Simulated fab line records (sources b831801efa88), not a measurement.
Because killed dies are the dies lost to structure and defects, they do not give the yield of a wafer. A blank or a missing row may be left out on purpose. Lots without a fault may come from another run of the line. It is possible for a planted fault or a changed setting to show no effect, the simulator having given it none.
A single fault, viewed from 2 desks    flow sky130    each desk holds nothing but its own numbers, with what lay behind them at the end

## THE METROLOGY DESK
What the gauges read for every lot (on any tool): the sampled wafers with a number, averaged. If a lot's mean is further than 4 standard deviations from the usual mean, the lot is out of limits and carries the mark OUT (the distance appears in the brackets).
Columns: A = VIA4_W_THK at SKY_VIA4_THK_MEAS_20, usual 519 nm
lot   first seen here  A
L319  day 42 20:59     529
L320  day 43 11:57     529
L321  day 43 15:05     517
L322  day 43 21:29     521
L324  day 44 10:31     525
L325  day 44 16:29     515
L326  day 44 22:08     519
L327  day 45 00:44     518
L334  day 47 05:39     526
L335  day 47 09:05     511
L336  day 47 12:44     506
L337  day 47 17:05     512
L341  day 48 13:20     517
L342  day 48 17:09     520
This desk found nothing out of limits on any of the 14 lots.

## DESK OF THE TOOL OWNER: cmp-02
The tool's own readings at SKY_VIA1_CMP_02 (polishes SiO2): means of the sampled wafers that have a number, for each lot that ran on this tool. If a lot's mean is further than 4 standard deviations from the usual mean, the lot is out of limits and carries the mark OUT (the distance appears in the brackets).
Columns: A = motor current A at SKY_VIA1_CMP_02, usual 13.4 A
lot   first seen here  A
L320  day 33 13:55     14.4
L321  day 33 16:53     14.0
L322  day 33 21:49     14.3
L326  day 35 03:43     14.1
L334  day 38 01:40     14.3
L335  day 38 05:50     14.5
L336  day 38 09:46     13.4
This desk found nothing out of limits on any of the 7 lots.

## PUT TOGETHER
The metrology desk saw nothing out of limits.
The tool owner's desk saw nothing out of limits.

## WHAT WAS PUT IN BY THE SIMULATOR
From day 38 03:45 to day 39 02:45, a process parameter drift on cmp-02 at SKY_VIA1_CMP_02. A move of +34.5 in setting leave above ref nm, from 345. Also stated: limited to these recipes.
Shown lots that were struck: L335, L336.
